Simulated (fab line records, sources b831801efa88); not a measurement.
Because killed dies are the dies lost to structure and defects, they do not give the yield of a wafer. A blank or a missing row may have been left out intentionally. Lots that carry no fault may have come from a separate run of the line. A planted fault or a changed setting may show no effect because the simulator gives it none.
2 desks looking at one fault / flow sky130 / what lay behind the numbers comes last; until then each desk has only its own

## THE TOOL OWNER'S DESK: litho-track-02
The tool's own readings at SKY_LDD_P_DEVELOP_06 (develop time 60 s): means of the sampled wafers that have a number, for each lot that ran on this tool. A lot is out of limits, marked OUT, if its mean lies more than 4 standard deviations from the usual mean; the brackets give that distance.
Columns: A = resist-line-temp-C at SKY_LDD_P_DEVELOP_06, usual 23.03 C
lot=L888; first seen here=day 19 14:46; A=23.19
lot=L889; first seen here=day 20 10:07; A=23.08
lot=L890; first seen here=day 20 10:22; A=23.00
lot=L895; first seen here=day 22 05:02; A=22.98
lot=L901; first seen here=day 24 17:26; A=23.09
lot=L902; first seen here=day 25 04:19; A=22.96
lot=L906; first seen here=day 26 05:28; A=23.04
lot=L907; first seen here=day 26 12:11; A=22.91
This desk found nothing out of limits on any of the 8 lots.

## METROLOGY DESK
Means of the sampled wafers that have a number, per lot and without regard to the tool the lot ran on: this is what the gauges read. A lot is out of limits, marked OUT, if its mean lies more than 4 standard deviations from the usual mean; the brackets give that distance.
Columns: A = SONOS_ONO_CVD_04_THK at SKY_SONOS_ONO_THK_MEAS_05, usual 5.77 nm; B = cd-nm at SKY_LDD_P_CD_MEAS_07, usual 380.8 nm; C = LDD_HVN_OVL at SKY_LDD_HVN_OVL_MEAS_07, usual -0.4 nm; D = LDD_HVP_OVL at SKY_LDD_HVP_OVL_MEAS_07, usual 0.5 nm
lot=L886; first seen here=day 11 11:10; A=5.82; B=378.3; C=-2.2; D=1.1
lot=L887; first seen here=day 12 02:36; A=5.98; B=382.5; C=-0.3; D=1.4
lot=L888; first seen here=day 12 05:25; A=5.73; B=377.5; C=-2.6; D=-1.7
lot=L889; first seen here=day 12 13:58; A=5.88; B=382.9; C=-0.2; D=0.9
lot=L890; first seen here=day 12 19:34; A=5.77; B=420.8 (+15) OUT; C=0.2; D=-0.3
lot=L895; first seen here=day 14 09:11; A=5.81; B=417.1 (+14) OUT; C=-1.9; D=1.6
lot=L901; first seen here=day 16 17:06; A=5.83; B=381.5; C=1.5; D=2.2
lot=L902; first seen here=day 17 02:57; A=5.81; B=382.5; C=-0.2; D=0.3
lot=L904; first seen here=day 17 10:33; A=5.72; B=383.0; C=1.0; D=1.5
lot=L903; first seen here=day 17 10:34; A=5.82; B=380.5; C=1.7; D=1.8
lot=L906; first seen here=day 18 05:00; A=5.78; B=379.0; C=0.5; D=1.4
lot=L907; first seen here=day 18 13:50; A=5.83; B=377.5; C=-0.8; D=1.9
lot=L909; first seen here=day 19 11:07; A=5.65; B=379.8; C=0.7; D=-0.6
Finding of this desk: L890, L895 out of limits; the first was L890 at day 20 10:31, on cd-nm at SKY_LDD_P_CD_MEAS_07. L886, L887, L888, L889, L901, L902, L904, L903, L906, L907, L909 stayed within limits.

## BROUGHT TOGETHER
L890, L895 would have let the metrology desk raise an alarm at day 20 10:31.
The desk of the tool owner found nothing out of limits.
The tool owner's desk has L890, L895 on record, within its limits.
All the named lots went through SKY_LDD_P_DEVELOP_06 on litho-track-02.

## WHAT THE SIMULATOR HAD PUT IN
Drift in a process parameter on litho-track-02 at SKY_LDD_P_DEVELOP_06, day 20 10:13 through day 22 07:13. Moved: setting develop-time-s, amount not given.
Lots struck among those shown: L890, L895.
Per desk, hours elapsed from the start of the fault to the first reading out of limits: for the metrology desk, 0.
